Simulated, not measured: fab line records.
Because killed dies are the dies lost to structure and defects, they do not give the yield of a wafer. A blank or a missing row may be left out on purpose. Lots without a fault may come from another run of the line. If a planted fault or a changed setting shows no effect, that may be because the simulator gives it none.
fab line records	flow sky130
[record] lots = 6	wafers = 18	last-day = 50
route steps=708 shown POLY_GATE@217 LDD_N@237 LDD_P@255 PAD_OPEN@708
lots that met no fault: from a run of the same line without faults
start-h: the number of hours between the record's first day and the start of the first shown wafer of the lot	wait-h: hours elapsed since this lot's preceding step	" as in the row above	L1.1+2: a single row standing in for several wafers	- either no value or no given start	* or withheld: withheld	< > ~ a bound
route shown NAME@n: a module of which the file shows steps, and the number in the route of the first	usual: the fault-free wafers' mean and standard deviation	same: alike in all rows	chamber/n: place in a boat	sites: each site's reading	_std_site: how widely they spread, as a standard deviation	_edge_site: the outer-site mean with the inner-site mean subtracted	radius-mm: how far each site lies from the wafer's centre	mask NAME#n: copy n	behind: tool/chamber where the wafer was last shaped	hold: the reason the lot was held/the length of the hold in hours/how it ended	device: the n, p or np transistor that did not switch	end of line: tests of these same wafers at the route's end	a step with no rows: only its recipe	killed: the dies lost at the first sort to structure and to defects; this is not the yield of the wafer	map: dies across one wafer; x = killed, . = not, _ = none there
set.NAME: the setting as run; set.NAME@STEP: as run at that earlier step	model.NAME: the simulator's own value behind a step, which no gauge read
lots at some steps of the route; a table a step, a row a wafer
services: from which hour (start-h, from the record's first day; less than 0 if before it) a tool's chamber was out of use, for how many hours, and why
[[steps]]
[step SKY_POLY_GATE_CVD_03]
[recipe] material = Si3N4	precursor = DCS/NH3	target-thk-nm = 75	temp-c = 770	time-s = 1290	pressure-mtorr = 250
[step SKY_POLY_GATE_THK_MEAS_04]
[recipe] reads = Si3N4_of_POLY_GATE_CVD_03
[usual] POLY_GATE_CVD_03_THK = 74.3/0.78
lot.wafer	tool	chamber	start-h	wait-h	POLY_GATE_CVD_03_THK[nm]
L990.2	film-metro-02	-	351.22	0.0	74.0
L990.4	"	-	"	"	74.0
L990.5	"	-	"	"	74.2
L997.1	film-metro-03	-	416.95	0.0	74.7
L997.4	"	-	"	"	74.9
L997.5	"	-	"	"	75.0
L998.3	film-metro-02	-	423.73	0.0	74.1
L998.4	"	-	"	"	74.0
L998.5	"	-	"	"	73.7
L102.2	film-metro-02	-	479.21	0.0	74.8
L102.3	"	-	"	"	74.0
L102.5	"	-	"	"	74.2
L111.2	film-metro-01	-	527.54	0.0	73.9
L111.4	"	-	"	"	73.9
L111.6	"	-	"	"	74.5
L112.1	film-metro-02	-	543.74	0.0	73.1
L112.3	"	-	"	"	73.3
L112.4	"	-	"	"	73.3
[step SKY_POLY_GATE_DEHYDRATE_05]
[recipe] temp-c = 200	time-s = 60
[step SKY_POLY_GATE_HMDS_06]
[recipe] prime-time-s = 60	prime-temp-c = 120
[step SKY_POLY_GATE_COAT_07]
[recipe] resist = BARC	temp-c = withheld	time-s = withheld	spin-rpm = 3000	resist-thk-nm = 110
[step SKY_POLY_GATE_COAT_08]
[recipe] resist = KrF-thick	spin-rpm = 3000	resist-thk-nm = 450
[step SKY_POLY_GATE_SOFTBAKE_09]
[recipe] temp-c = 100	time-s = 90	resist = KrF-thick
[step SKY_POLY_GATE_EXPOSE_10]
[recipe] mask-id = P1M	na = 0.68	source-shape = conventional	sigma-outer = 0.6	target-cd-nm = 150	dose-mj = 28
[step SKY_POLY_GATE_PEB_11]
[recipe] peb-temp-c = withheld	peb-time-s = withheld	resist = KrF-thick
[step SKY_POLY_GATE_DEVELOP_12]
[recipe] develop-time-s = 60	resist = KrF-thick	dev-temp-c = 21
[step SKY_POLY_GATE_CD_MEAS_13]
[recipe] target-cd-nm = 150
[usual] cd-nm = 150.1/1.2
lot.wafer	tool	chamber	start-h	wait-h	cd-nm
L990.2	cd-sem-01	-	379.20	-	149.5
L990.4	"	-	"	"	150.2
L990.5	"	-	"	"	148.3
L997.1	cd-sem-01	-	447.08	-	151.3
L997.4	"	-	"	"	151.7
L997.5	"	-	"	"	151.9
L998.3	cd-sem-02	-	453.67	-	149.3
L998.4	"	-	"	"	150.0
L998.5	"	-	"	"	150.2
L102.2	cd-sem-02	-	509.75	-	151.3
L102.3	"	-	"	"	150.5
L102.5	"	-	"	"	150.4
L111.2	cd-sem-02	-	557.47	-	149.9
L111.4	"	-	"	"	148.9
L111.6	"	-	"	"	148.3
L112.1	cd-sem-02	-	573.48	-	151.3
L112.3	"	-	"	"	150.2
L112.4	"	-	"	"	150.4
[step SKY_POLY_GATE_OVL_MEAS_14]
[usual] POLY_GATE_OVL = 2/5.3
lot.wafer	tool	chamber	start-h	wait-h	POLY_GATE_OVL[nm]
L990.2	overlay-01	-	379.31	0.1	-2
L990.4	"	-	"	"	-3
L990.5	"	-	"	"	2
L997.1	overlay-02	-	447.20	0.1	-2
L997.4	"	-	"	"	0
L997.5	"	-	"	"	-11
L998.3	overlay-01	-	453.77	0.1	1
L998.4	"	-	"	"	6
L998.5	"	-	"	"	7
L102.2	overlay-01	-	509.86	0.1	6
L102.3	"	-	"	"	4
L102.5	"	-	"	"	6
L111.2	overlay-01	-	557.57	0.1	-5
L111.4	"	-	"	"	-1
L111.6	"	-	"	"	-7
L112.1	overlay-02	-	573.60	0.1	4
L112.3	"	-	"	"	-2
L112.4	"	-	"	"	-4
[step SKY_POLY_GATE_ETCH_15]
[recipe] chemistry = N2/H2	target = BARC	ion-energy-ev = 200	source-w = 500	bias-w = 100	pressure-mtorr = 30	n2-flow-sccm = 100	h2-flow-sccm = 200	stop-on = SiO2	time-s = 116.5	target-depth-a = 1100
[usual] drypump-motor-current-A = 5.6/0.51	oes-product-au = 0.723/0.0049	throttle-valve-pct = 13.213/0.0089
lot.wafer	tool	chamber	start-h	wait-h	drypump-motor-current-A	oes-product-au	rf-hours-counter-h	throttle-valve-pct
L990.2	rie-diel-03	0	379.34	0.0	5.5	0.724	24	13.210
L990.4	"	3	"	"	6.2	0.728	-	13.202
L990.5	"	0	"	"	5.5	0.718	-	13.213
L997.1	rie-diel-02	3	447.24	0.0	5.5	0.730	2	13.220
L997.4	"	1	"	"	4.9	0.727	6	13.226
L997.5	"	0	"	"	4.8	0.721	-	13.228
L998.3	rie-diel-02	2	453.79	0.0	4.7	0.719	82	13.209
L998.4	"	1	"	"	4.9	0.729	6	13.222
L998.5	"	1	"	"	4.9	0.722	-	13.225
L102.2	rie-diel-03	1	509.89	0.0	5.8	0.732	1	13.206
L102.3	"	3	"	"	6.2	0.729	6	13.211
L102.5	"	0	"	"	5.5	0.711	-	13.226
L111.2	rie-diel-04	2	557.60	0.0	5.9	0.730	9	13.212
L111.4	"	1	"	"	5.7	0.723	4	13.214
L111.6	"	0	"	"	6.3	0.715	-	13.222
L112.1	rie-diel-02	0	573.64	0.0	4.8	0.718	38	13.210
L112.3	"	1	"	"	4.9	0.725	8	13.221
L112.4	"	0	"	"	4.8	0.723	-	13.210
[step SKY_POLY_GATE_ETCH_16]
[recipe] stop-on = poly-Si	chemistry = CH3F/O2	target = Si3N4	source-w = 400	bias-w = 80	pressure-mtorr = 25	ch3f-flow-sccm = 40	O2_flow_sccm = 30	time-s = 147.5	target-depth-a = 750
[usual] ch3f-flow-sccm = 39.99/0.12	drypump-motor-current-A = 5.5/0.51	oes-product-au = 0.638/0.0054	throttle-valve-pct = 10.535/0.0095
lot.wafer	tool	chamber	start-h	wait-h	ch3f-flow-sccm	drypump-motor-current-A	oes-product-au	rf-hours-counter-h	throttle-valve-pct
L990.2	rie-diel-03	0	379.42	0.0	40.18	5.5	0.629	24	10.532
L990.4	"	3	"	"	39.79	6.2	0.631	-	10.528
L990.5	"	0	"	"	40.07	5.5	0.635	-	10.536
L997.1	rie-diel-02	3	447.32	0.0	39.81	5.5	0.642	2	10.537
L997.4	"	1	"	"	40.08	4.9	0.638	6	10.535
L997.5	"	0	"	"	40.05	4.8	0.643	-	10.529
L998.3	rie-diel-02	2	453.87	0.0	40.11	4.7	0.640	82	10.548
L998.4	"	1	"	"	40.19	4.9	0.632	6	10.540
L998.5	"	1	"	"	40.17	4.9	0.633	-	10.523
L102.2	rie-diel-03	1	509.97	0.0	39.96	5.9	0.642	1	10.552
L102.3	"	3	"	"	39.93	6.2	0.637	6	10.533
L102.5	"	0	"	"	39.92	5.5	0.641	-	10.531
L111.2	rie-diel-04	2	557.69	0.0	40.03	5.9	0.632	9	10.545
L111.4	"	1	"	"	40.08	5.7	0.631	4	10.527
L111.6	"	0	"	"	39.94	6.3	0.645	-	10.533
L112.1	rie-diel-02	0	573.72	0.0	39.92	4.8	0.628	39	10.536
L112.3	"	1	"	"	39.94	4.9	0.633	8	10.536
L112.4	"	0	"	"	39.90	4.8	0.631	-	10.538
[step SKY_POLY_GATE_ETCH_17]
[recipe] target-depth-nm = 180	stop-on = SiO2	over-etch-frac = 0.56667	chemistry = HBr/Cl2	target = poly-Si	icp-w = 400	bias-w = 100	pressure-mtorr = 10	HBr_flow_sccm = 150	Cl2_flow_sccm = 50	time-s = 70.5
[usual] HBr_flow_sccm = 150.0/0.47	drypump-motor-current-A = 5.6/0.47	oes-product-au = 0.984/0.007	throttle-valve-pct = 33.684/0.0089
lot.wafer	tool	chamber	start-h	wait-h	HBr_flow_sccm	drypump-motor-current-A	oes-product-au	rf-hours-counter-h	throttle-valve-pct
L990.2	rie-si-01	1	379.52	0.0	150.5	5.5	0.990	11	33.687
L990.4	"	2	"	"	149.6	6.5	0.983	2	33.694
L990.5	"	2	"	"	150.3	6.5	0.989	-	33.662
L997.1	rie-si-01	1	447.42	0.0	150.5	5.5	0.988	12	33.678
L997.4	"	2	"	"	149.2	6.4	0.983	2	33.700
L997.5	"	2	"	"	149.8	6.5	0.986	-	33.688
L998.3	rie-si-02	3	453.97	0.0	150.2	5.8	0.979	1	33.698
L998.4	"	1	"	"	149.5	5.4	0.987	1	33.688
L998.5	"	1	"	"	149.3	5.4	1.003	-	33.693
L102.2	rie-si-01	2	510.07	0.0	149.2	6.5	0.990	3	33.690
L102.3	"	0	"	"	150.0	5.3	0.989	3	33.686
L102.5	"	3	"	"	151.1	5.1	0.985	-	33.693
L111.2	rie-si-02	0	557.78	0.0	150.0	6.1	0.984	8	33.689
L111.4	"	3	"	"	149.4	5.8	0.968	1	33.680
L111.6	"	3	"	"	149.6	5.8	0.968	-	33.685
L112.1	rie-si-01	2	573.82	0.0	150.9	6.5	0.991	3	33.677
L112.3	"	0	"	"	150.1	5.3	0.975	3	33.668
L112.4	"	1	"	"	150.2	5.5	0.983	13	33.681
[step SKY_POLY_GATE_STRIP_18]
[recipe] chemistry = O2/N2	power-w = 1400	pressure-mtorr = 1500	platen-temp-c = withheld	o2-flow-sccm = 3000	n2-flow-sccm = 300	overash-fraction = 0.5
[usual] drypump-motor-current-A = 5.4/0.31	oes-product-au = 0.362/0.0048	strip-time-to-endpoint-s = 3.196/0.028
lot.wafer	tool	chamber	start-h	wait-h	drypump-motor-current-A	oes-product-au	rf-hours-counter-h	strip-time-to-endpoint-s
L990.2	plasma-asher-03	1	379.58	0.0	5.9	0.359	26	3.191
L990.4	"	1	"	"	5.9	0.365	-	3.149
L990.5	"	1	"	"	5.9	0.357	-	3.165
L997.1	plasma-asher-02	1	447.47	0.0	5.4	0.363	1	3.188
L997.4	"	1	"	"	5.4	0.358	-	3.214
L997.5	"	0	"	"	5.1	0.368	-	3.206
L998.3	plasma-asher-02	1	454.06	0.1	5.3	0.369	-	3.244
L998.4	"	0	"	"	5.1	0.362	-	3.209
L998.5	"	0	"	"	5.1	0.357	-	3.222
L102.2	plasma-asher-02	1	510.13	0.0	5.4	0.365	6	3.245
L102.3	"	0	"	"	5.1	0.367	-	3.189
L102.5	"	0	"	"	5.1	0.376	-	3.213
L111.2	plasma-asher-02	1	557.84	0.0	5.4	0.357	11	3.200
L111.4	"	1	"	"	5.3	0.363	-	3.183
L111.6	"	1	"	"	5.3	0.362	-	3.197
L112.1	plasma-asher-02	0	573.88	0.0	5.1	0.358	13	3.180
L112.3	"	0	"	"	5.1	0.354	-	3.205
L112.4	"	1	"	"	5.4	0.356	-	3.177
[step SKY_POLY_GATE_CLEAN_19]
[recipe] chemistry = SC1/SC2	mix = 1:4:20	temp-c = 70	time-s = 150	dry = n2-spin
[step SKY_POLY_GATE_OXIDATION_20]
[recipe] temp-c = 850	ambient = O2	stabilise-s = 600	purge-s = 300	target-thk-a = 40	ox-time-s = 899
[step SKY_POLY_GATE_THK_MEAS_21]
[recipe] reads = SiO2_of_POLY_GATE_OXIDATION_20
[usual] POLY_GATE_OXIDATION_THK = 4.04/0.085
lot.wafer	tool	chamber	start-h	wait-h	POLY_GATE_OXIDATION_THK[nm]
L990.2	film-metro-01	-	381.04	0.0	3.95
L990.4	"	-	"	"	3.92
L990.5	"	-	"	"	3.91
L997.1	film-metro-01	-	449.40	0.0	3.91
L997.4	"	-	"	"	4.03
L997.5	"	-	"	"	3.92
L998.3	film-metro-02	-	455.79	0.0	4.05
L998.4	"	-	"	"	4.23
L998.5	"	-	"	"	4.15
L102.2	film-metro-03	-	511.54	0.0	3.98
L102.3	"	-	"	"	4.01
L102.5	"	-	"	"	3.95
L111.2	film-metro-01	-	559.25	0.0	4.06
L111.4	"	-	"	"	4.04
L111.6	"	-	"	"	4.17
L112.1	film-metro-03	-	575.94	0.0	4.01
L112.3	"	-	"	"	4.00
L112.4	"	-	"	"	4.00
[step SKY_POLY_GATE_CD_MEAS_22]
[usual] cd-nm = 150.3/2
lot.wafer	tool	chamber	start-h	wait-h	cd-nm
L990.2	cd-sem-01	-	381.18	0.1	148.8
L990.4	"	-	"	"	150.1
L990.5	"	-	"	"	146.2
L997.1	cd-sem-01	-	449.46	0.1	151.9
L997.4	"	-	"	"	152.6
L997.5	"	-	"	"	153.3
L998.3	cd-sem-02	-	455.88	0.1	147.7
L998.4	"	-	"	"	149.3
L998.5	"	-	"	"	149.3
L102.2	cd-sem-01	-	511.62	0.1	152.3
L102.3	"	-	"	"	151.6
L102.5	"	-	"	"	151.4
L111.2	cd-sem-01	-	559.33	0.1	151.7
L111.4	"	-	"	"	147.3
L111.6	"	-	"	"	148.5
L112.1	cd-sem-02	-	576.00	0.1	149.4
L112.3	"	-	"	"	151.6
L112.4	"	-	"	"	150.1
[step SKY_LDD_N_DEHYDRATE_00]
[recipe] temp-c = 200	time-s = 60
[step SKY_LDD_N_HMDS_01]
[recipe] prime-time-s = 60	prime-temp-c = 120
[step SKY_LDD_N_COAT_02]
[recipe] resist = NOVOLAK	spin-rpm = 3000	resist-thk-nm = 300
[step SKY_LDD_N_SOFTBAKE_03]
[recipe] temp-c = 90	time-s = 60	resist = NOVOLAK
[step SKY_LDD_N_EXPOSE_04]
[recipe] mask-id = NTM	target-cd-nm = 840	na = 0.6	source-shape = conventional	sigma-outer = 0.6	dose-mj = 110
[step SKY_LDD_N_PEB_05]
[recipe] temp-c = withheld	time-s = *	resist = NOVOLAK
[step SKY_LDD_N_DEVELOP_06]
[recipe] develop-time-s = 60	dev-temp-c = 23
[step SKY_LDD_N_OVL_MEAS_07]
[usual] LDD_N_OVL = -0.5/1.7
lot.wafer	tool	chamber	start-h	wait-h	LDD_N_OVL[nm]
L990.2	overlay-01	-	410.45	0.1	0.0
L990.4	"	-	"	"	-1.3
L990.5	"	-	"	"	1.0
L997.1	overlay-02	-	480.15	0.1	0.0
L997.4	"	-	"	"	-1.1
L997.5	"	-	"	"	0.0
L998.3	overlay-01	-	486.47	0.1	3.2
L998.4	"	-	"	"	3.8
L998.5	"	-	"	"	1.7
L102.2	overlay-01	-	541.72	0.1	-0.7
L102.3	"	-	"	"	-0.4
L102.5	"	-	"	"	-1.8
L111.2	overlay-02	-	589.75	0.1	-0.5
L111.4	"	-	"	"	-0.1
L111.6	"	-	"	"	0.3
L112.1	overlay-02	-	605.48	0.1	-2.6
L112.3	"	-	"	"	-1.5
L112.4	"	-	"	"	-1.0
[step SKY_LDD_N_IMPLANT_08]
[recipe] species = As	energy-kev = 20	dose-cm2 = 7.5e+13	tilt-deg = withheld	rotation-deg = 23
[step SKY_LDD_N_IMPLANT_09]
[recipe] species = As	energy-kev = 20	dose-cm2 = 7.425e+13	tilt-deg = withheld	rotation-deg = 113
[step SKY_LDD_N_IMPLANT_10]
[recipe] species = As	energy-kev = 20	dose-cm2 = 7.5e+13	tilt-deg = withheld	rotation-deg = 203
[step SKY_LDD_N_IMPLANT_11]
[recipe] species = As	energy-kev = 20	dose-cm2 = 7.5e+13	tilt-deg = withheld	rotation-deg = 293
[step SKY_LDD_N_IMPLANT_12]
[recipe] species = BF2	energy-kev = 50	dose-cm2 = 5e+12	tilt-deg = 30	rotation-deg = 0
[step SKY_LDD_N_IMPLANT_13]
[recipe] species = BF2	energy-kev = 50	dose-cm2 = 5e+12	tilt-deg = 30	rotation-deg = 90
[step SKY_LDD_N_IMPLANT_14]
[recipe] species = BF2	energy-kev = 50	dose-cm2 = 5e+12	tilt-deg = 30	rotation-deg = 180
[step SKY_LDD_N_IMPLANT_15]
[recipe] species = BF2	energy-kev = 50	dose-cm2 = 5e+12	tilt-deg = 30	rotation-deg = 270
[step SKY_LDD_N_STRIP_16]
[recipe] chemistry = O2/N2	power-w = 1400	pressure-mtorr = 1500	platen-temp-c = withheld	o2-flow-sccm = 3000	n2-flow-sccm = 300	overash-fraction = 0.5
[usual] drypump-motor-current-A = 5.7/0.44	oes-product-au = 0.407/0.0045	strip-time-to-endpoint-s = 4.320/0.016
lot.wafer	tool	chamber	start-h	wait-h	drypump-motor-current-A	oes-product-au	rf-hours-counter-h	strip-time-to-endpoint-s
L990.2	plasma-asher-03	0	411.68	0.1	5.3	0.408	29	4.327
L990.4	"	1	"	"	5.9	0.406	-	4.327
L990.5	"	1	"	"	5.9	0.409	-	4.335
L997.1	plasma-asher-04	1	481.38	0.1	6.1	0.410	68	4.312
L997.4	"	0	"	"	6.2	0.408	-	4.334
L997.5	"	0	"	"	6.2	0.406	-	4.310
L998.3	plasma-asher-04	1	487.73	0.1	6.1	0.409	-	4.322
L998.4	"	0	"	"	6.2	0.408	-	4.315
L998.5	"	1	"	"	6.1	0.410	-	4.327
L102.2	plasma-asher-03	1	542.95	0.1	5.9	0.406	43	4.330
L102.3	"	1	"	"	5.9	0.403	-	4.318
L102.5	"	0	"	"	5.3	0.408	-	4.331
L111.2	plasma-asher-03	0	590.98	0.1	5.3	0.403	47	4.300
L111.4	"	0	"	"	5.3	0.408	-	4.302
L111.6	"	0	"	"	5.3	0.404	-	4.309
L112.1	plasma-asher-04	1	606.72	0.1	6.2	0.407	80	4.319
L112.3	"	1	"	"	6.1	0.405	-	4.307
L112.4	"	0	"	"	6.2	0.408	-	4.312
[step SKY_LDD_N_TW_MEAS_17]
[usual] LDD_N_TW = 2583/20
lot.wafer	tool	chamber	start-h	wait-h	LDD_N_TW
L990.2	film-metro-02	-	411.79	0.1	2607
L990.4	"	-	"	"	2609
L990.5	"	-	"	"	2610
L997.1	film-metro-04	-	481.48	0.1	2559
L997.4	"	-	"	"	2554
L997.5	"	-	"	"	2565
L998.3	film-metro-02	-	487.82	0.1	2611
L998.4	"	-	"	"	2603
L998.5	"	-	"	"	2603
L102.2	film-metro-04	-	543.06	0.1	2588
L102.3	"	-	"	"	2572
L102.5	"	-	"	"	2576
L111.2	film-metro-04	-	591.09	0.1	2567
L111.4	"	-	"	"	2568
L111.6	"	-	"	"	2566
L112.1	film-metro-04	-	606.82	0.1	2546
L112.3	"	-	"	"	2572
L112.4	"	-	"	"	2551
[step SKY_LDD_P_DEHYDRATE_00]
[recipe] temp-c = 200	time-s = 60
[step SKY_LDD_P_HMDS_01]
[recipe] prime-time-s = 60	prime-temp-c = 120
[step SKY_LDD_P_COAT_02]
[recipe] resist = NOVOLAK	spin-rpm = 3000	resist-thk-nm = 1140
[step SKY_LDD_P_SOFTBAKE_03]
[recipe] temp-c = 90	time-s = 60	resist = NOVOLAK
[step SKY_PAD_OPEN_PROBE_99]
[usual] killed_at_M0_to_M3 = 44/7.4	killed_at_M4_up = 3.2/2	killed-at-contacts = 24/5.1	killed-at-front-end = 15/4.8	killed-at-other = 0.2/0.46	killed-dies = 86/10	killed-open = 47/7.5	killed-short = 39/7
[same] gross-dies = 492	killed-at-back-side = 0
lot.wafer	tool	chamber	start-h	wait-h	hold	killed_at_M0_to_M3	killed_at_M4_up	killed-at-contacts	killed-at-front-end	killed-at-other	killed-dies	killed-open	killed-short
L990.2	prober-02	-	1081.39	0.1	-	43	3	23	12	0	81	41	40
L990.4	prober-02	-	1081.49	0.2	-	46	2	22	22	0	92	42	50
L990.5	prober-02	-	1081.54	0.2	-	48	2	32	7	0	89	48	39
L997.1	prober-02	-	1130.18	0.1	await-dispo/6.3h/release	34	3	21	63	0	121	39	36
L997.4	prober-02	-	1130.33	0.2	await-dispo/6.3h/release	41	4	26	49	1	121	46	37
L997.5	prober-02	-	1130.38	0.2	await-dispo/6.3h/release	43	5	23	61	0	132	41	46
L998.3	prober-01	-	1135.83	0.2	await-dispo/3.0h/release	29	2	20	55	0	106	39	25
L998.4	prober-01	-	1135.88	0.2	await-dispo/3.0h/release	47	4	22	54	0	127	46	44
L998.5	prober-01	-	1135.93	0.2	await-dispo/3.0h/release	57	1	19	58	0	135	54	44
L102.2	prober-02	-	1163.76	0.1	-	61	5	26	13	0	105	53	52
L102.3	prober-02	-	1163.81	0.2	-	49	2	21	10	0	82	49	32
L102.5	prober-02	-	1163.91	0.2	-	52	0	20	14	0	86	47	39
L111.2	prober-01	-	1193.40	0.1	-	34	1	28	18	0	81	48	33
L111.4	prober-01	-	1193.50	0.2	-	59	4	18	20	0	101	57	44
L111.6	prober-01	-	1193.60	0.2	-	48	6	19	15	0	88	54	34
L112.1	prober-02	-	1211.83	0.1	-	38	3	13	12	1	67	36	31
L112.3	prober-02	-	1211.93	0.2	-	57	4	23	12	1	97	53	44
L112.4	prober-02	-	1211.98	0.2	-	38	4	19	12	0	73	35	38
// killed by level:class
L990.2 CONTACT:geometric-particle:open=9 VIA1:geometric-particle:open=8 VIA1:geometric-particle:short=7 LI_CONTACT:geometric-particle:open=5 METAL3:geometric-particle:short=5 VIA2:geometric-particle:open=5 VIA3:geometric-particle:open=5 CONTACT:geometric-particle:short=4
L990.4 VIA1:geometric-particle:open=10 METAL1:geometric-particle:short=7 LOCAL_INTERCONNECT:geometric-particle:short=6 CONTACT:geometric-particle:open=6 CONTACT:geometric-particle:short=6 VIA2:geometric-particle:open=6 VIA3:geometric-particle:open=6 FIELD_ISO:geometric-particle:short=5
L990.5 CONTACT:geometric-particle:open=13 VIA1:geometric-particle:open=12 VIA1:geometric-particle:short=8 LI_CONTACT:geometric-particle:open=6 VIA2:geometric-particle:open=6 METAL1:geometric-particle:short=5 LOCAL_INTERCONNECT:geometric-particle:open=4 CONTACT:geometric-particle:short=4
L997.1 POLY_GATE:unspecified=46 VIA1:geometric-particle:open=10 VIA2:geometric-particle:open=7 FIELD_ISO:geometric-particle:open=6 LI_CONTACT:geometric-particle:open=6 CONTACT:geometric-particle:open=6 METAL3:geometric-particle:short=5 FIELD_ISO:geometric-particle:short=4
L997.4 POLY_GATE:unspecified=37 LI_CONTACT:geometric-particle:open=10 CONTACT:geometric-particle:open=9 VIA1:geometric-particle:open=7 METAL2:geometric-particle:short=6 VIA2:geometric-particle:open=6 POLY_GATE:geometric-particle:short=5 LOCAL_INTERCONNECT:geometric-particle:short=5
L997.5 POLY_GATE:unspecified=44 LI_CONTACT:geometric-particle:open=8 METAL1:geometric-particle:short=8 CONTACT:geometric-particle:open=7 VIA1:geometric-particle:short=6 VIA1:geometric-particle:open=6 POLY_GATE:geometric-particle:open=4 LOCAL_INTERCONNECT:geometric-particle:short=4
L998.3 POLY_GATE:unspecified=42 CONTACT:geometric-particle:open=11 FIELD_ISO:geometric-particle:open=6 VIA1:geometric-particle:open=6 VIA2:geometric-particle:open=5 FIELD_ISO:geometric-particle:short=3 LI_CONTACT:geometric-particle:open=3 LOCAL_INTERCONNECT:geometric-particle:short=3
L998.4 POLY_GATE:unspecified=37 CONTACT:geometric-particle:open=12 VIA1:geometric-particle:open=11 FIELD_ISO:geometric-particle:short=7 VIA1:geometric-particle:short=7 METAL2:geometric-particle:short=7 VIA3:geometric-particle:open=6 LOCAL_INTERCONNECT:geometric-particle:short=5
L998.5 POLY_GATE:unspecified=37 VIA1:geometric-particle:open=13 CONTACT:geometric-particle:open=10 VIA1:geometric-particle:short=10 METAL1:geometric-particle:short=7 FIELD_ISO:geometric-particle:open=6 VIA2:geometric-particle:open=6 FIELD_ISO:geometric-particle:short=5
L102.2 VIA3:geometric-particle:open=11 VIA1:geometric-particle:open=10 METAL1:geometric-particle:short=10 VIA1:geometric-particle:short=10 LI_CONTACT:geometric-particle:open=8 CONTACT:geometric-particle:short=7 FIELD_ISO:geometric-particle:open=5 CONTACT:geometric-particle:open=5
L102.3 VIA2:geometric-particle:open=13 VIA1:geometric-particle:open=11 CONTACT:geometric-particle:open=9 LI_CONTACT:geometric-particle:open=7 METAL1:geometric-particle:short=5 VIA1:geometric-particle:short=4 VIA2:geometric-particle:short=4 FIELD_ISO:geometric-particle:short=3
L102.5 VIA2:geometric-particle:open=11 VIA1:geometric-particle:open=10 CONTACT:geometric-particle:open=9 METAL1:geometric-particle:short=9 METAL2:geometric-particle:short=5 FIELD_ISO:geometric-particle:open=4 LI_CONTACT:geometric-particle:short=4 LI_CONTACT:geometric-particle:open=4
L111.2 VIA1:geometric-particle:open=14 LI_CONTACT:geometric-particle:open=11 CONTACT:geometric-particle:open=6 METAL2:geometric-particle:short=6 FIELD_ISO:geometric-particle:short=5 FIELD_ISO:geometric-particle:open=5 LOCAL_INTERCONNECT:geometric-particle:short=5 VIA1:geometric-particle:short=5
L111.4 VIA1:geometric-particle:open=15 METAL1:geometric-particle:short=9 POLY_GATE:geometric-particle:short=7 LI_CONTACT:geometric-particle:open=7 CONTACT:geometric-particle:open=6 METAL2:geometric-particle:open=6 METAL2:geometric-particle:short=5 METAL3:geometric-particle:short=5
L111.6 VIA1:geometric-particle:open=15 POLY_GATE:geometric-particle:open=7 CONTACT:geometric-particle:open=6 FIELD_ISO:geometric-particle:open=5 VIA3:geometric-particle:open=5 METAL2:geometric-particle:short=5 METAL1:geometric-particle:short=4 LOCAL_INTERCONNECT:geometric-particle:short=4
L112.1 VIA1:geometric-particle:open=9 CONTACT:geometric-particle:open=7 METAL1:geometric-particle:short=6 VIA3:geometric-particle:open=6 METAL2:geometric-particle:short=5 VIA2:geometric-particle:open=5 POLY_GATE:geometric-particle:open=4 POLY_GATE:geometric-particle:short=3
L112.3 VIA1:geometric-particle:open=14 VIA3:geometric-particle:short=8 METAL2:geometric-particle:short=7 VIA3:geometric-particle:open=7 CONTACT:geometric-particle:open=6 LI_CONTACT:geometric-particle:open=5 CONTACT:geometric-particle:short=5 METAL1:geometric-particle:open=5
L112.4 METAL1:geometric-particle:short=6 VIA1:geometric-particle:open=6 CONTACT:geometric-particle:short=6 CONTACT:geometric-particle:open=6 VIA1:geometric-particle:short=6 VIA3:geometric-particle:open=6 METAL2:geometric-particle:short=5 FIELD_ISO:geometric-particle:open=4
// map L997.5 (x killed, . not)
__________.x.x....x._________
________.x..x.x..x.x.._______
______.......x..xxxxx..._____
_____x........x..xxxxx..x____
____.x..x......xxxxxxxx...___
___x........x.xxxxxxxxx....__
__x..x...x.x...xxxxxxxxx..x._
_x..............xxxxxxx.x..x.
_..x............xxxxxx...xx..
_.......xx.......x.......xx..
_.....xx..xx.x....xx...x.....
_..x....................x.x..
_x....x.xx...x...........x...
_...........x................
_....xx....x.................
__......x..xx....x....x....._
___........x....x...x.x...x__
____.xx...x...x....x......___
_____..xx.x........x.....____
______......x..x.x...x.._____
________..xxxx.x.x...._______
__________.........x_________
// map L998.5 (x killed, . not)
__________.xxxxxxxxx_________
________.x...xxxxxxxx._______
______....xx.xxxxxx..x.._____
_____...x....xxxxxxxx....____
____.....x..x.xxxxxxx.x...___
___....x......xxx.xx..x....__
__.x.xx.x.......x.x........x_
_...xx...x.x...x.....x.x.....
_......x..x........x..x..x...
_...x......x.........x.......
_......x...............xx....
_...x.x.x.xx.x............x..
_....x...x.........x..x.x...x
_..xx...x.....x.x....x.x.x...
_.......x............x....x..
__x....xx.......xx....x...x._
___..x..x......xx....x.....__
____..x..x.x...xx..x.x..x.___
_____.........x...x......____
______.x....x..........._____
________x..x.x....x..._______
__________.xx....xxx_________
[[services]]
tool	chamber	start-h	hours	kind
plasma-asher-02	-	357.40	0.4	repair
rie-diel-02	2	364.16	6.0	repair
rie-diel-03	2	366.71	15.3	repair
rie-si-02	-	383.95	14.6	pm
plasma-asher-02	-	411.99	16.5	repair
rie-diel-03	-	412.85	2.8	pm
plasma-asher-02	-	428.52	9.0	pm
plasma-asher-02	-	431.02	0.7	repair
rie-diel-04	-	432.95	2.8	pm
plasma-asher-02	-	462.08	4.4	repair
plasma-asher-02	-	480.30	1.3	repair
plasma-asher-02	-	484.22	0.6	repair
rie-diel-04	-	512.24	1.7	repair
rie-diel-03	0	557.32	4.4	repair
rie-diel-03	2	562.07	5.6	repair
plasma-asher-04	-	563.93	1.2	repair
rie-diel-04	2	568.23	7.2	repair
rie-diel-04	0	571.94	7.0	repair
rie-diel-02	3	576.00	18.3	repair
rie-si-01	-	582.28	0.1	repair
plasma-asher-03	-	582.46	0.4	repair
rie-si-01	-	583.76	2.8	pm
rie-diel-02	2	588.20	5.2	repair
rie-diel-02	-	593.50	2.8	pm
[[key]]
[first-sign] step = SKY_PAD_OPEN_PROBE_99	reading = killed-at-front-end	direction = up	sigmas = 8.7	usual = 15	struck = 57
[effect] step = SKY_PAD_OPEN_PROBE_99	reading = killed-dies	direction = up	sigmas = 3.7	usual = 86	struck = 124
met-at SKY_POLY_GATE_ETCH_15
struck-wafers L997.1,L997.4,L997.5,L998.3,L998.4,L998.5
tester-left-out L997,L998
[fault] kind = chamber-particle-source	tool = rie-diel-02	chamber = -	onset-h = 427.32	steps = SKY_POLY_GATE_ETCH_15	rate-per-visit-cm2 = 0.46369	end-h = 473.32
// tester-left-out: of these lots the tester's yield and bins aren't shown, on N5 and GAA mostly nor the transistor test; their killed dies are dies lost to structure and defects alone, not to doping, threshold or leakage, so they don't give the yield
